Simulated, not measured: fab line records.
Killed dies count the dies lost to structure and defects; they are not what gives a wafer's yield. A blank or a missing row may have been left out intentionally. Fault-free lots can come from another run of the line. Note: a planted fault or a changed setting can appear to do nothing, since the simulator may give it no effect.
Which tool did it? | flow gf180mcu | 13 lots with 39 wafers sampled at 6 steps, on a route of 602 steps

WHAT THE GAUGES SHOWED, per wafer
GF_SAB_OVL_MEAS_10.
lot  | measured     | on         | SAB_OVL (nm)
L936 | day 15 10:46 | overlay-01 | -0.8 -0.9 -1.1
L937 | day 15 19:01 | overlay-02 | -1.2 -2.5 0.2
L939 | day 16 13:49 | overlay-01 | 1.4 -1.2 -0.8
L945 | day 19 00:49 | overlay-02 | -0.9 -0.4 -2.0
L946 | day 19 08:05 | overlay-01 | -0.9 1.2 -0.6
L947 | day 19 12:11 | overlay-01 | -3.7 -1.1 -3.6
L950 | day 20 19:26 | overlay-01 | 1.4 0.0 -0.2
L951 | day 21 06:15 | overlay-02 | -1.7 -2.5 -1.5
L952 | day 21 11:05 | overlay-02 | 0.2 -2.3 -1.4
L953 | day 21 17:12 | overlay-01 | -1.6 -0.7 -2.4
L954 | day 22 05:26 | overlay-02 | 2.5 1.6 1.6
L956 | day 22 15:12 | overlay-01 | -2.2 -1.7 -3.9
L957 | day 23 03:00 | overlay-01 | -1.0 -0.4 -1.3

GF_CONTACT_RS_MEAS_25: a four-point-probe measurement.
lot  | measured     | on           | CONTACT_W_RS (ohm/sq)
L936 | day 16 10:28 | filmMetro-01 | 0.382 0.369 0.379
L937 | day 16 19:40 | filmMetro-01 | 0.385 0.379 0.379
L939 | day 17 15:19 | filmMetro-03 | 0.372 0.387 0.379
L945 | day 20 04:19 | filmMetro-01 | 43.208 43.656 45.211
L946 | day 20 11:21 | filmMetro-02 | 42.843 43.383 42.987
L947 | day 20 14:43 | filmMetro-01 | 43.732 42.558 42.716
L950 | day 21 22:19 | filmMetro-02 | 0.375 0.389 0.377
L951 | day 22 08:50 | filmMetro-01 | 0.363 0.388 0.361
L952 | day 22 13:31 | filmMetro-03 | 0.382 0.354 0.384
L953 | day 22 19:04 | filmMetro-01 | 0.376 0.381 0.382
L954 | day 23 07:27 | filmMetro-03 | 0.361 0.385 0.364
L956 | day 23 17:09 | filmMetro-03 | 0.383 0.381 0.368
L957 | day 24 04:06 | filmMetro-02 | 0.390 0.361 0.392

GF_CONTACT_THK_MEAS_26: measures by xrf.
lot  | measured     | on           | CONTACT_W_THK (nm)
L936 | day 16 10:35 | filmMetro-01 | 304 312 304
L937 | day 16 19:47 | filmMetro-01 | 300 305 307
L939 | day 17 15:25 | filmMetro-03 | 304 291 295
L945 | day 20 04:25 | filmMetro-01 | <0 <0 <0
L946 | day 20 11:28 | filmMetro-02 | <0 <0 <0
L947 | day 20 14:50 | filmMetro-01 | <0 <0 <0
L950 | day 21 22:26 | filmMetro-02 | 310 300 310
L951 | day 22 08:57 | filmMetro-01 | 321 298 322
L952 | day 22 13:37 | filmMetro-03 | 297 319 296
L953 | day 22 19:11 | filmMetro-01 | 309 304 302
L954 | day 23 07:34 | filmMetro-03 | 315 295 311
L956 | day 23 17:16 | filmMetro-03 | 295 298 311
L957 | day 24 04:12 | filmMetro-02 | 295 320 295

GF_V1_OVL_MEAS_15.
lot  | measured     | on         | V1_OVL (nm)
L936 | day 18 11:07 | overlay-02 | 11 6 4
L937 | day 18 21:40 | overlay-02 | -6 -1 -9
L939 | day 19 17:59 | overlay-02 | 5 2 7
L950 | day 23 21:37 | overlay-02 | -5 -6 -2
L951 | day 24 09:13 | overlay-01 | -3 -9 -4
L952 | day 24 13:47 | overlay-01 | -9 -4 8
L953 | day 24 19:13 | overlay-02 | 1 -9 -4
L954 | day 25 06:43 | overlay-01 | 6 3 -1
L956 | day 25 16:07 | overlay-02 | 2 3 7
L957 | day 26 00:34 | overlay-02 | -3 0 -5

TOOL THAT RAN EACH LOT (tool first, then ch and the chambers of the sampled wafers, then the start)
lot  | GF_CONTACT_CVD_24            | GF_M1_METAL_ETCH_16
L936 | cvdW-01 ch 0,1, day 16 10:22 | rieMetal-04 ch 0,1, day 17 09:58
L937 | cvdW-02 ch 1, day 16 19:34   | rieMetal-03 ch 0,1, day 17 19:19
L939 | cvdW-01 ch 0,1, day 17 15:11 | rieMetal-01 ch 0,1, day 18 16:01
L945 | cvdW-01 ch 0,1, day 20 04:11 | -
L946 | cvdW-02 ch 0,1, day 20 11:14 | -
L947 | cvdW-01 ch 0,1, day 20 14:37 | -
L950 | cvdW-02 ch 0,1, day 21 22:12 | rieMetal-01 ch 1, day 22 22:10
L951 | cvdW-02 ch 0,1, day 22 08:44 | rieMetal-01 ch 1, day 23 09:13
L952 | cvdW-02 ch 0,1, day 22 13:25 | rieMetal-01 ch 0,1, day 23 13:54
L953 | cvdW-01 ch 0,1, day 22 18:58 | rieMetal-03 ch 0,1, day 23 19:07
L954 | cvdW-02 ch 0,1, day 23 07:21 | rieMetal-03 ch 0,1, day 24 06:40
L956 | cvdW-01 ch 0,1, day 23 17:03 | rieMetal-01 ch 0,1, day 24 16:43
L957 | cvdW-02 ch 0,1, day 24 03:59 | rieMetal-03 ch 0,1, day 25 02:41
- GF_CONTACT_CVD_24: deposits W, target thk 300 nm, time 90.339 s.
- GF_M1_METAL_ETCH_16: etches the open film in Cl2/BCl3, stops on SiO2, target depth 627.5 nm, time 104.6 s.

AS READ BY THE TOOLS THEMSELVES (means over the sampled wafers that have a number; for cases with no such wafer, the mark the record gives instead)
GF_CONTACT_CVD_24.
lot  | tool    | chamberPressureTorr (Torr) | heaterPowerOuterW (W) | heaterPowerW (W)
L936 | cvdW-01 | 39.95                      | 554                   | 893
L937 | cvdW-02 | 39.94                      | 553                   | 958
L939 | cvdW-01 | 39.92                      | 498                   | 802
L945 | cvdW-01 | -                          | -                     | -
L946 | cvdW-02 | -                          | -                     | -
L947 | cvdW-01 | -                          | -                     | -
L950 | cvdW-02 | 40.05                      | 539                   | 901
L951 | cvdW-02 | 40.10                      | 538                   | 919
L952 | cvdW-02 | 39.97                      | 547                   | 926
L953 | cvdW-01 | 39.94                      | 557                   | 908
L954 | cvdW-02 | 40.02                      | 552                   | 919
L956 | cvdW-01 | 40.01                      | 553                   | 916
L957 | cvdW-02 | 40.08                      | 550                   | 914

GF_M1_METAL_ETCH_16.
lot  | tool        | chamberPressureMTorr (mTorr) | drypumpMotorCurrentA (A) | oesProductAu (a.u.) | throttleValvePct (%)
L936 | rieMetal-04 | 8.000                        | 6.0                      | 0.970               | 28.250
L937 | rieMetal-03 | 7.994                        | 5.7                      | 0.963               | 28.259
L939 | rieMetal-01 | 8.000                        | 6.0                      | 0.971               | 28.246
L950 | rieMetal-01 | 7.999                        | 6.1                      | 0.975               | 28.258
L951 | rieMetal-01 | 8.000                        | 6.1                      | 0.972               | 28.250
L952 | rieMetal-01 | 7.996                        | 6.1                      | 0.967               | 28.249
L953 | rieMetal-03 | 8.003                        | 6.2                      | 0.967               | 28.261
L954 | rieMetal-03 | 7.995                        | 5.7                      | 0.975               | 28.238
L956 | rieMetal-01 | 7.998                        | 6.0                      | 0.966               | 28.258
L957 | rieMetal-03 | 8.001                        | 5.7                      | 0.971               | 28.243

THE ANSWER, worked out from the rows above alone
Rule: the usual values come from the lots themselves. Put in order of their means at a reading, lots are off if they are a third of the lots or fewer, leave a main group of 4 or more, and stand apart from it by a gap of 3 or more times the standard deviation of the main group's means; of several such gaps the widest counts. If all means in a main group match to the digits the tables above print for the reading, that group is not used. Also off: a lot with no number at a reading for which 4 or more lots have one. The other lots that the step has rows for count as sound. After the gauges, taken in route order, come the tools' own readings; for these a lot's mean is taken, as printed above. At the first step where some lot is off, the reading lying furthest off is the one used; lots without a number count as furthest.
Off: at GF_CONTACT_RS_MEAS_25 (CONTACT_W_RS), L945, L946, L947. The main group: mean 0.377 ohm/sq, standard deviation 0.004.
If a tool, at a process step before that reading, ran all the lots that are off and no sound lot after the first of them, it fits. The gauges at GF_CONTACT_RS_MEAS_25 aren't tried: what is off there is off at GF_CONTACT_CVD_24 too, on other tools, and a gauge's error can't cause that. None of those tried fits.

WHAT HAD BEEN PUT IN BY THE SIMULATOR
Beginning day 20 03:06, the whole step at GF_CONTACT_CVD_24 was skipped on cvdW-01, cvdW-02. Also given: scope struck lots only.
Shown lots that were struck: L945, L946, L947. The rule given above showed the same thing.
